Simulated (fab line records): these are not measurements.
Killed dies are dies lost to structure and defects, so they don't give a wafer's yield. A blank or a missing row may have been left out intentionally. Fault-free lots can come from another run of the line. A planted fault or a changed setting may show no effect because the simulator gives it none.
The same fault as seen by 2 desks -- flow gf180mcu -- each desk has only its own numbers; what lay behind them comes last

FROM THE METROLOGY DESK
What the gauges read for every lot (on any tool): the sampled wafers with a number, averaged. Marked OUT: a lot whose mean sits more than 4 standard deviations from the usual mean, which makes it out of limits; the brackets give that distance.
Columns: A = cdNm at GF_V3_CD_MEAS_14, usual 260.0 nm
lot,first seen here,A
L623,day 22 03:05,257.8
L624,day 22 17:44,260.6
L625,day 22 23:40,261.7
L627,day 23 20:45,259.8
L628,day 24 09:14,260.5
L629,day 24 19:54,259.1
L635,day 26 11:39,256.4
L638,day 27 09:53,254.9
L640,day 28 01:16,259.3
L642,day 28 15:49,260.7
L644,day 29 00:25,259.9
L645,day 29 08:29,260.5
Result from this desk: across the 12 lots, nothing is out of limits.

AT THE TOOL OWNER'S DESK: lithoTrack-02
The tool's own readings at GF_V3_PEB_12 (peb time 90 s): means of the sampled wafers that have a number, for each lot that ran on this tool. Marked OUT: a lot whose mean sits more than 4 standard deviations from the usual mean, which makes it out of limits; the brackets give that distance.
Columns: A = heaterPowerTotalW at GF_V3_PEB_12, usual 85.71 W
lot,first seen here,A
L623,day 22 02:46,85.59
L624,day 22 17:25,85.81
L628,day 24 08:55,85.66
L629,day 24 19:33,85.75
L635,day 26 11:18,90.09 (+56) OUT
L638,day 27 09:34,90.07 (+56) OUT
This desk finds L635, L638 out of limits, L635 being first, at day 26 11:18 (heaterPowerTotalW at GF_V3_PEB_12). In limits: L623, L624, L628, L629.

ALL TOGETHER
An alarm could have come from the tool owner's desk at day 26 11:18, on L635, L638.
The metrology desk saw nothing out of limits.
The metrology desk has L635, L638 on record, within its limits.
Every lot named ran GF_V3_PEB_12 on lithoTrack-02.

WHAT THE SIMULATOR HAD INSERTED
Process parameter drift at GF_V3_PEB_12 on lithoTrack-02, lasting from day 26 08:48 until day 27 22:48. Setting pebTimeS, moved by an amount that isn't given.
Lots struck among those shown: L635, L638.
How many hours passed from the start of the fault until each desk's first out-of-limits reading: the tool owner's desk, 2.
